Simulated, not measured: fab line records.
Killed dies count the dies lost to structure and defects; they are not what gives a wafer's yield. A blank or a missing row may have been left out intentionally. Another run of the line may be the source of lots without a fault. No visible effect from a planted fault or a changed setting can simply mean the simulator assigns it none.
Which of the tools did it? | flow gf180mcu | 6 lots with 18 wafers sampled at 2 steps, on a route of 602 steps

## WHAT EACH GAUGE READ, for each wafer
GF_PSD_RS_MEAS_14: measures by four-point-probe.
lot  | measured     | on            | NSD_RS (ohm/sq)
L949 | day 15 00:21 | film-metro-02 | 45.98 46.00 46.04
L951 | day 15 13:08 | film-metro-03 | 45.94 45.87 46.04
L953 | day 16 14:44 | film-metro-02 | 46.11 46.17 46.01
L955 | day 16 23:03 | film-metro-04 | 46.17 46.14 46.07
L965 | day 20 12:09 | film-metro-04 | 46.56 46.48 46.42
L969 | day 21 23:59 | film-metro-03 | 46.05 46.07 46.03

## EACH LOT AND THE TOOL THAT RAN IT (in order: tool; ch and the chambers of the sampled wafers; start)
lot  | GF_NSD_IMPLANT_10
L949 | implanter-02 ch 0, day 14 01:59
L951 | implanter-03 ch 0, day 14 15:24
L953 | implanter-03 ch 0, day 15 15:39
L955 | implanter-04 ch 0, day 15 23:45
L965 | implanter-03 ch 0, day 19 10:46
L969 | implanter-02 ch 0, day 20 22:53
- GF_NSD_IMPLANT_10

## THE ANSWER, worked out from the rows above alone
Rule: usual is defined by the lots themselves. Put in order of their means at a reading, lots are off if they are a third of the lots or fewer, leave a main group of 4 or more, and stand apart from it by a gap of 3 or more times the standard deviation of the main group's means; of several such gaps the widest counts. The tables above print the reading to a certain number of digits; a main group whose means all agree to those digits is not used. Also off: a lot with no number at a reading for which 4 or more lots have one. All remaining lots with rows at the step are treated as sound.
Off: L965, at GF_PSD_RS_MEAS_14 (NSD_RS). The main group has a mean of 46.05 ohm/sq with a standard deviation of 0.063.
A tool fits if, at a process step before that reading, it ran every lot that is off, and no sound lot after the first of them. Gauges at GF_PSD_RS_MEAS_14: tried the same way as those tools. 2 tools fit, implanter-03 at GF_NSD_IMPLANT_10 and film-metro-04 at GF_PSD_RS_MEAS_14, so this cannot tell which one it is.

## WHAT THE SIMULATOR HAD INSERTED
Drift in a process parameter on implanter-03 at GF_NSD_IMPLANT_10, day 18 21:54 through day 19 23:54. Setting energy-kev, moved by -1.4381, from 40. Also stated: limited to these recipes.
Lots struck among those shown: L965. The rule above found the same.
